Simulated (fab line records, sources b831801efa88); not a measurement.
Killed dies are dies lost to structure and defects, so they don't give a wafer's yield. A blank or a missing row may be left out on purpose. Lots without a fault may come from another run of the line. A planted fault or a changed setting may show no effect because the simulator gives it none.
fab line records | flow sky130
record lots=6 wafers=18 last_day=50
route steps=708 shown VT_ADJUST_LVTN@116 VT_ADJUST_NCORE@119 VT_ADJUST_HVTR@131 PAD_OPEN@708
lots that met no fault: from a run of the same line without faults
start_h: hours from the record's first day to the start of the lot's first wafer shown | wait_h: hours since the lot's step before | " the same as in the row above | L1.1+2: a row that stands for several wafers | - no value, or no start given | * or withheld: withheld | < > ~ a bound
route shown NAME@n: a module of which the file shows steps, and the number in the route of the first | usual: mean/standard deviation of fault-free wafers | same: alike in all rows | chamber/n: place in a boat | sites: the reading at each site | _std_site: their standard deviation | _edge_site: outer sites' mean less inner sites' | radius_mm: how far each site lies from the wafer's centre | mask NAME#n: copy n | behind: the tool/chamber that last shaped the wafer | hold: why the lot was held/for how many hours/how that ended | device: the transistor (n, p or np) that didn't switch | end of line: the same wafers' tests at the end of the route | a step without rows: its recipe alone | killed: dies lost to structure and defects at the first sort, not the wafer's yield | map: a wafer's dies, x killed, . not, _ none there
set.NAME: the setting as run; set.NAME@STEP: as run at that earlier step | model.NAME: the simulator's own value behind a step, which no gauge read
lots at some steps of the route; a table a step, a row a wafer
services: from which hour (start_h, from the record's first day; less than 0 if before it) a tool's chamber was out of use, for how many hours, and why
## steps
# step SKY_VT_ADJUST_LVTN_IMPLANT_19
# recipe species=B energy_kev=30 dose_cm2=6.5e+11 tilt_deg=withheld
# step SKY_VT_ADJUST_LVTN_STRIP_20
# recipe chemistry=O2/N2 power_w=1400 pressure_mtorr=1500 platen_temp_c=withheld o2_flow_sccm=3000 n2_flow_sccm=300 overash_fraction=0.5
# usual drypump_motor_current_A=5.8/0.61 oes_product_au=0.716/0.0046 strip_time_to_endpoint_s=14.18/0.042
# columns lot.wafer tool chamber start_h wait_h drypump_motor_current_A oes_product_au rf_hours_counter_h strip_time_to_endpoint_s
L788.2 plasma_asher-01 0 214.54 0.1 5.3 0.716 9 14.20
L788.3 " 0 " " 5.3 0.716 - 14.22
L788.6 " 1 " " 5.6 0.712 - 14.28
L789.2 plasma_asher-04 1 220.20 0.1 6.5 0.719 53 14.23
L789.3 " 0 " " 5.2 0.720 - 14.21
L789.6 " 0 " " 5.2 0.713 - 14.22
L791.1 plasma_asher-02 1 234.03 0.1 5.3 0.716 43 14.23
L791.2 " 0 " " 6.7 0.716 43 14.19
L791.5 " 1 " " 5.4 0.720 - 14.20
L798.2 plasma_asher-02 1 289.08 0.1 5.3 0.717 48 14.24
L798.5 " 0 " " 6.7 0.712 - 14.20
L798.6 " 1 " " 5.3 0.722 - 14.23
L801.2 plasma_asher-04 0 301.94 0.1 5.3 0.716 62 14.22
L801.3 " 1 " " 6.5 0.708 - 14.15
L801.6 " 0 " " 5.2 0.714 - 14.22
L803.1 plasma_asher-04 0 320.54 0.1 5.3 0.706 64 14.23
L803.2 " 1 " " 6.5 0.716 64 14.15
L803.5 " 0 " " 5.3 0.713 - 14.20
# step SKY_VT_ADJUST_LVTN_TW_MEAS_21
# usual VT_ADJUST_LVTN_2_TW=186.9/2
# columns lot.wafer tool chamber start_h wait_h VT_ADJUST_LVTN_2_TW
L788.2 film_metro-04 - 214.65 0.1 187.2
L788.3 " - " " 186.4
L788.6 " - " " 186.1
L789.2 film_metro-02 - 220.31 0.1 187.8
L789.3 " - " " 188.0
L789.6 " - " " 188.1
L791.1 film_metro-01 - 234.13 0.1 181.6
L791.2 " - " " 183.5
L791.5 " - " " 182.7
L798.2 film_metro-04 - 289.19 0.1 187.4
L798.5 " - " " 189.6
L798.6 " - " " 188.5
L801.2 film_metro-04 - 302.05 0.1 187.0
L801.3 " - " " 187.7
L801.6 " - " " 186.8
L803.1 film_metro-04 - 320.64 0.1 188.6
L803.2 " - " " 188.7
L803.5 " - " " 189.5
# step SKY_VT_ADJUST_NCORE_DEHYDRATE_00
# recipe temp_c=200 time_s=60
# step SKY_VT_ADJUST_NCORE_HMDS_01
# recipe prime_time_s=60 prime_temp_c=120
# step SKY_VT_ADJUST_NCORE_COAT_02
# recipe resist=NOVOLAK spin_rpm=3000 resist_thk_nm=1140
# step SKY_VT_ADJUST_NCORE_SOFTBAKE_03
# recipe temp_c=90 time_s=60 resist=NOVOLAK
# step SKY_VT_ADJUST_NCORE_EXPOSE_04
# recipe mask_id=LVTN_COMPLEMENT_THIN na=0.6 source_shape=conventional sigma_outer=0.6 polarization=unpolarized target_cd_nm=380 dose_mj=139
# step SKY_VT_ADJUST_NCORE_PEB_05
# recipe temp_c=withheld time_s=* resist=NOVOLAK
# step SKY_VT_ADJUST_NCORE_DEVELOP_06
# recipe resist=NOVOLAK developer=TMAH develop_time_s=60 dev_temp_c=23
# step SKY_VT_ADJUST_NCORE_CD_MEAS_07
# recipe target_cd_nm=380
# usual cd_nm=380.1/2.3
# columns lot.wafer tool chamber start_h wait_h cd_nm
L788.2 cd_sem-01 - 236.86 0.1 380.6
L788.3 " - " " 380.6
L788.6 " - " " 380.4
L789.2 cd_sem-02 - 243.17 0.1 384.1
L789.3 " - " " 382.4
L789.6 " - " " 380.4
L791.1 cd_sem-02 - 257.30 0.1 375.5
L791.2 " - " " 375.0
L791.5 " - " " 379.5
L798.2 cd_sem-01 - 313.32 0.1 379.6
L798.5 " - " " 379.4
L798.6 " - " " 380.6
L801.2 cd_sem-01 - 326.26 0.1 383.0
L801.3 " - " " 384.0
L801.6 " - " " 379.3
L803.1 cd_sem-02 - 346.25 0.1 374.2
L803.2 " - " " 375.1
L803.5 " - " " 375.7
# step SKY_VT_ADJUST_NCORE_OVL_MEAS_08
# usual VT_ADJUST_NCORE_OVL=-0.5/1.5
# columns lot.wafer tool chamber start_h wait_h VT_ADJUST_NCORE_OVL[nm]
L788.2 overlay-02 - 236.97 0.1 1.3
L788.3 " - " " 2.4
L788.6 " - " " -0.3
L789.2 overlay-01 - 243.28 0.1 1.8
L789.3 " - " " 1.6
L789.6 " - " " 1.5
L791.1 overlay-01 - 257.42 0.1 -1.6
L791.2 " - " " -2.3
L791.5 " - " " -3.5
L798.2 overlay-02 - 313.43 0.1 0.5
L798.5 " - " " 2.2
L798.6 " - " " 0.6
L801.2 overlay-01 - 326.37 0.1 0.5
L801.3 " - " " -1.4
L801.6 " - " " -1.0
L803.1 overlay-01 - 346.37 0.1 -1.9
L803.2 " - " " -0.5
L803.5 " - " " -1.7
# step SKY_VT_ADJUST_NCORE_IMPLANT_09
# recipe species=B energy_kev=10 dose_cm2=2.4e+12 tilt_deg=withheld
# usual dose_ions_cm2=2.4007e+12/2.8e+09 faraday_current_uA=13.54/0.28
# columns lot.wafer tool chamber start_h wait_h dose_ions_cm2 faraday_current_uA
L788.2 implanter-04 0 237.02 0.0 2.4001e+12 13.51
L788.3 " 0 " " 2.3983e+12 13.49
L788.6 " 0 " " 2.3985e+12 13.12
L789.2 implanter-02 0 243.33 0.0 2.7773e+12 15.58
L789.3 " 0 " " 2.7745e+12 15.02
L789.6 " 0 " " 2.7751e+12 15.55
L791.1 implanter-02 0 257.46 0.0 2.7731e+12 16.15
L791.2 " 0 " " 2.773e+12 15.55
L791.5 " 0 " " 2.7776e+12 15.32
L798.2 implanter-01 0 313.48 0.0 2.3957e+12 13.72
L798.5 " 0 " " 2.3946e+12 13.18
L798.6 " 0 " " 2.3941e+12 13.46
L801.2 implanter-02 0 326.42 0.0 2.4048e+12 13.62
L801.3 " 0 " " 2.4015e+12 13.36
L801.6 " 0 " " 2.4006e+12 13.37
L803.1 implanter-04 0 346.41 0.0 2.397e+12 13.43
L803.2 " 0 " " 2.3997e+12 13.73
L803.5 " 0 " " 2.4022e+12 12.93
# step SKY_VT_ADJUST_NCORE_STRIP_10
# recipe chemistry=O2/N2 power_w=1400 pressure_mtorr=1500 platen_temp_c=withheld o2_flow_sccm=3000 n2_flow_sccm=300 overash_fraction=0.5
# usual drypump_motor_current_A=5.6/0.52 oes_product_au=0.716/0.0046 strip_time_to_endpoint_s=14.17/0.037
# columns lot.wafer tool chamber start_h wait_h drypump_motor_current_A oes_product_au rf_hours_counter_h strip_time_to_endpoint_s
L788.2 plasma_asher-01 1 237.15 0.1 5.6 0.721 12 14.19
L788.3 " 0 " " 5.3 0.716 - 14.15
L788.6 " 0 " " 5.3 0.719 - 14.18
L789.2 plasma_asher-03 1 243.46 0.1 5.0 0.708 55 14.11
L789.3 " 0 " " 5.8 0.721 - 14.08
L789.6 " 1 " " 4.9 0.726 - 14.10
L791.1 plasma_asher-01 0 257.61 0.1 5.3 0.719 13 14.18
L791.2 " 1 " " 5.6 0.721 13 14.18
L791.5 " 1 " " 5.6 0.715 - 14.19
L798.2 plasma_asher-02 0 313.61 0.1 6.7 0.713 50 14.15
L798.5 " 0 " " 6.7 0.718 - 14.21
L798.6 " 1 " " 5.3 0.710 - 14.24
L801.2 plasma_asher-03 0 326.55 0.1 5.8 0.709 62 14.27
L801.3 " 0 " " 5.8 0.720 - 14.20
L801.6 " 1 " " 5.0 0.723 - 14.24
L803.1 plasma_asher-03 0 346.56 0.1 5.8 0.716 64 14.21
L803.2 " 1 " " 4.9 0.715 64 14.17
L803.5 " 0 " " 5.8 0.723 - 14.15
# step SKY_VT_ADJUST_NCORE_TW_MEAS_11
# usual VT_ADJUST_NCORE_TW=216.6/2.4
# columns lot.wafer tool chamber start_h wait_h VT_ADJUST_NCORE_TW
L788.2 film_metro-01 - 237.26 0.1 213.2
L788.3 " - " " 213.7
L788.6 " - " " 213.2
L789.2 film_metro-01 - 243.57 0.1 222.5
L789.3 " - " " 224.2
L789.6 " - " " 223.1
L791.1 film_metro-01 - 257.71 0.1 222.5
L791.2 " - " " 221.4
L791.5 " - " " 223.4
L798.2 film_metro-02 - 313.72 0.1 217.4
L798.5 " - " " 218.2
L798.6 " - " " 217.3
L801.2 film_metro-03 - 326.66 0.1 218.0
L801.3 " - " " 216.9
L801.6 " - " " 217.1
L803.1 film_metro-03 - 346.66 0.1 219.1
L803.2 " - " " 219.1
L803.5 " - " " 218.3
# step SKY_VT_ADJUST_HVTR_DEHYDRATE_00
# recipe temp_c=200 time_s=60
# step SKY_PAD_OPEN_PROBE_99
# usual killed_at_M0_to_M3=42/7.3 killed_at_M4_up=3.4/2 killed_at_contacts=24/5.8 killed_at_front_end=15/4.6 killed_at_other=0.3/0.62 killed_dies=84/9.8 killed_open=47/6.9 killed_short=38/6.3
# same gross_dies=492 killed_at_back_side=0
# columns lot.wafer tool chamber start_h wait_h killed_at_M0_to_M3 killed_at_M4_up killed_at_contacts killed_at_front_end killed_at_other killed_dies killed_open killed_short model.etest.nfet_16v.r_on_ohm_um model.etest.pfet_g5v0d10v5.r_on_ohm_um model.etest.res_pwell_under_gate.rs_ohm_sq model.etest.nfet_g5v0d10v5.r_on_ohm_um model.etest.tip_p_5v.rs_ohm_sq model.etest.tip_n_5v.rs_ohm_sq model.etest.nfet_g5v0d10v5.drive_ua_um model.etest.pfet_g5v0d10v5.drive_ua_um
L789.2 prober-01 - 1167.42 0.1 33 5 15 20 2 75 40 35 1.465e+04 4560 2244 1906 2819 1419 606 358.9
L789.3 prober-01 - 1167.47 0.2 41 6 20 25 0 92 53 39 1.479e+04 4526 2264 1875 2816 1416 602.8 364.2
L789.6 prober-01 - 1167.62 0.2 39 5 22 22 0 88 50 38 1.456e+04 4453 2244 1878 2846 1420 603.3 365.4
L791.1 prober-01 - 1168.87 0.1 38 4 11 18 0 71 43 28 1.46e+04 4632 2250 1923 2805 1378 590.6 354.4
L791.2 prober-01 - 1168.92 0.1 40 2 20 18 0 80 45 35 1.469e+04 4640 2270 1958 2822 1391 580 348.5
L791.5 prober-01 - 1169.07 0.2 38 2 18 19 0 77 44 33 1.482e+04 4660 2247 1953 2831 1396 578.8 349.1
L788.2 prober-02 - 1169.75 0.1 26 2 22 13 0 63 36 27 1.4e+04 4894 2270 1888 2852 1367 607 337.1
L788.3 prober-02 - 1169.80 0.2 39 4 31 12 0 86 44 42 1.434e+04 4836 2284 1892 2873 1378 593.7 332.1
L788.6 prober-02 - 1169.95 0.2 49 1 27 10 0 87 58 29 1.417e+04 4801 2283 1900 2894 1368 600.4 340.3
L798.2 prober-01 - 1177.12 0.1 36 4 21 20 0 81 47 34 1.414e+04 4777 2286 1894 2852 1365 606 338.4
L798.5 prober-01 - 1177.27 0.2 40 5 19 16 0 80 46 34 1.427e+04 4756 2298 1886 2859 1369 598.5 336.5
L798.6 prober-01 - 1177.32 0.2 41 2 27 21 0 91 50 41 1.416e+04 4739 2308 1875 2864 1363 605.6 341
L801.2 prober-02 - 1183.28 0.1 38 7 24 13 0 82 42 40 1.413e+04 4787 2287 1874 2871 1390 587.2 334
L801.3 prober-02 - 1183.33 0.2 51 6 10 14 0 81 33 48 1.399e+04 4759 2293 1900 2836 1382 596.6 336.9
L801.6 prober-02 - 1183.48 0.2 46 1 16 13 0 76 47 29 1.42e+04 4845 2292 1921 2846 1393 586.1 332.2
L803.1 prober-02 - 1199.26 0.1 44 0 28 20 0 92 47 45 1.372e+04 4772 2297 1892 2857 1382 601.2 337.6
L803.2 prober-02 - 1199.31 0.1 40 2 28 8 0 78 47 31 1.38e+04 4831 2313 1908 2841 1388 596.3 332.8
L803.5 prober-02 - 1199.46 0.2 47 4 41 25 1 118 63 55 1.39e+04 4882 2309 1908 2847 1375 593.9 329.4
# killed by level:class
L789.2 CONTACT:geometric_particle:open=7 VIA1:geometric_particle:open=7 POLY_GATE:geometric_particle:short=6 POLY_GATE:geometric_particle:open=6 VIA2:geometric_particle:open=4 VIA1:geometric_particle:short=4 METAL2:geometric_particle:short=4 VIA3:geometric_particle:open=4
L789.3 POLY_GATE:geometric_particle:open=11 VIA1:geometric_particle:open=11 METAL1:geometric_particle:short=8 VIA2:geometric_particle:open=7 POLY_GATE:geometric_particle:short=5 CONTACT:geometric_particle:open=5 FIELD_ISO:geometric_particle:open=4 LI_CONTACT:geometric_particle:open=4
L789.6 VIA1:geometric_particle:open=14 LI_CONTACT:geometric_particle:open=10 POLY_GATE:geometric_particle:short=8 POLY_GATE:geometric_particle:open=6 VIA2:geometric_particle:open=6 FIELD_ISO:geometric_particle:short=5 LOCAL_INTERCONNECT:geometric_particle:short=4 CONTACT:geometric_particle:open=4
L791.1 VIA1:geometric_particle:open=10 VIA3:geometric_particle:open=9 POLY_GATE:geometric_particle:open=7 METAL1:geometric_particle:short=7 FIELD_ISO:geometric_particle:open=4 CONTACT:geometric_particle:open=4 METAL4:geometric_particle:short=4 VIA2:geometric_particle:open=4
L791.2 VIA1:geometric_particle:open=12 CONTACT:geometric_particle:open=9 METAL1:geometric_particle:short=8 POLY_GATE:geometric_particle:short=6 LI_CONTACT:geometric_particle:open=6 VIA2:geometric_particle:open=5 FIELD_ISO:geometric_particle:open=4 METAL3:geometric_particle:short=4
L791.5 VIA1:geometric_particle:open=10 LI_CONTACT:geometric_particle:open=7 FIELD_ISO:geometric_particle:short=5 POLY_GATE:geometric_particle:open=5 METAL2:geometric_particle:short=5 CONTACT:geometric_particle:open=5 METAL1:geometric_particle:short=4 VIA1:geometric_particle:short=4
L788.2 VIA1:geometric_particle:open=9 POLY_GATE:geometric_particle:open=8 LOCAL_INTERCONNECT:geometric_particle:short=8 CONTACT:geometric_particle:open=7 VIA1:geometric_particle:short=4 VIA2:geometric_particle:open=4 LI_CONTACT:geometric_particle:short=3 METAL4:geometric_particle:short=2
L788.3 CONTACT:geometric_particle:open=11 METAL2:geometric_particle:short=8 VIA1:geometric_particle:open=8 VIA2:geometric_particle:open=8 LOCAL_INTERCONNECT:geometric_particle:short=7 LI_CONTACT:geometric_particle:open=6 METAL1:geometric_particle:short=5 VIA1:geometric_particle:short=5
L788.6 CONTACT:geometric_particle:open=14 VIA1:geometric_particle:open=13 VIA3:geometric_particle:open=8 POLY_GATE:geometric_particle:open=6 METAL2:geometric_particle:short=6 VIA2:geometric_particle:open=6 CONTACT:geometric_particle:short=5 LI_CONTACT:geometric_particle:open=4
L798.2 VIA1:geometric_particle:open=10 CONTACT:geometric_particle:open=8 FIELD_ISO:geometric_particle:open=4 FIELD_ISO:geometric_particle:short=4 LI_CONTACT:geometric_particle:open=4 VIA2:geometric_particle:open=4 VIA1:geometric_particle:short=4 METAL2:geometric_particle:short=4
L798.5 CONTACT:geometric_particle:open=11 VIA1:geometric_particle:open=11 FIELD_ISO:geometric_particle:short=5 METAL1:geometric_particle:short=5 VIA2:geometric_particle:open=5 CONTACT:geometric_particle:short=4 METAL4:geometric_particle:short=4 POLY_GATE:geometric_particle:open=3
L798.6 VIA1:geometric_particle:open=13 CONTACT:geometric_particle:open=8 CONTACT:geometric_particle:short=7 FIELD_ISO:geometric_particle:short=6 METAL3:geometric_particle:short=6 LOCAL_INTERCONNECT:geometric_particle:short=5 VIA3:geometric_particle:open=5 VIA1:geometric_particle:short=5
L801.2 METAL2:geometric_particle:short=9 VIA2:geometric_particle:open=7 CONTACT:geometric_particle:open=6 CONTACT:geometric_particle:short=6 LI_CONTACT:geometric_particle:open=5 METAL1:geometric_particle:short=5 VIA1:geometric_particle:open=5 VIA3:geometric_particle:open=5
L801.3 VIA1:geometric_particle:open=10 METAL2:geometric_particle:short=9 METAL1:geometric_particle:short=7 VIA1:geometric_particle:short=5 VIA3:geometric_particle:open=5 POLY_GATE:geometric_particle:short=4 CONTACT:geometric_particle:open=4 VIA3:geometric_particle:short=4
L801.6 VIA1:geometric_particle:open=9 VIA2:geometric_particle:open=9 CONTACT:geometric_particle:open=7 VIA3:geometric_particle:open=7 POLY_GATE:geometric_particle:short=5 METAL2:geometric_particle:short=5 METAL1:geometric_particle:short=4 POLY_GATE:geometric_particle:open=3
L803.1 VIA1:geometric_particle:open=10 CONTACT:geometric_particle:short=8 LI_CONTACT:geometric_particle:open=8 VIA1:geometric_particle:short=6 VIA2:geometric_particle:open=6 FIELD_ISO:geometric_particle:short=5 CONTACT:geometric_particle:open=5 VIA3:geometric_particle:open=5
L803.2 VIA1:geometric_particle:open=13 CONTACT:geometric_particle:open=11 LI_CONTACT:geometric_particle:open=7 LOCAL_INTERCONNECT:geometric_particle:short=6 VIA3:geometric_particle:open=5 VIA2:geometric_particle:open=5 METAL2:geometric_particle:short=4 POLY_GATE:geometric_particle:open=3
L803.5 CONTACT:geometric_particle:open=16 VIA1:geometric_particle:short=12 VIA1:geometric_particle:open=12 LI_CONTACT:geometric_particle:open=10 POLY_GATE:geometric_particle:short=7 CONTACT:geometric_particle:short=7 VIA2:geometric_particle:open=6 FIELD_ISO:geometric_particle:open=5
## services
# columns tool chamber start_h hours kind
implanter-02 - 207.88 4.3 pm
implanter-01 - 213.41 2.2 repair
plasma_asher-03 - 272.52 4.3 pm
implanter-04 - 322.16 4.1 repair
plasma_asher-02 - 325.50 1.6 repair
## key
first_sign step=SKY_VT_ADJUST_NCORE_IMPLANT_09 reading=dose_ions_cm2 direction=up sigmas=99+ usual=* struck=*
effect step=SKY_VT_ADJUST_NCORE_IMPLANT_09 reading=faraday_current_uA direction=up sigmas=7.2 usual=13.54 struck=15.53
effect step=SKY_VT_ADJUST_NCORE_TW_MEAS_11 reading=VT_ADJUST_NCORE_TW direction=up sigmas=2.6 usual=216.6 struck=222.9
model_effect step=SKY_PAD_OPEN_PROBE_99 value=etest.nfet_16v.r_on_ohm_um without=1.399e+04 struck=1.469e+04
met_at SKY_VT_ADJUST_NCORE_IMPLANT_09
struck_wafers L789.2,L789.3,L789.6,L791.1,L791.2,L791.5
tester_left_out L789,L791
fault kind=process_parameter_drift tool=implanter-02 chamber=- onset_h=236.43 steps=SKY_VT_ADJUST_NCORE_IMPLANT_09 channel=dose_cm2 offset=* shape=step end_h=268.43 acts_in=* stated=*
# tester_left_out: of these lots the tester's yield and bins aren't shown, on N5 and GAA mostly nor the transistor test; their killed dies are dies lost to structure and defects alone, not to doping, threshold or leakage, so they don't give the yield
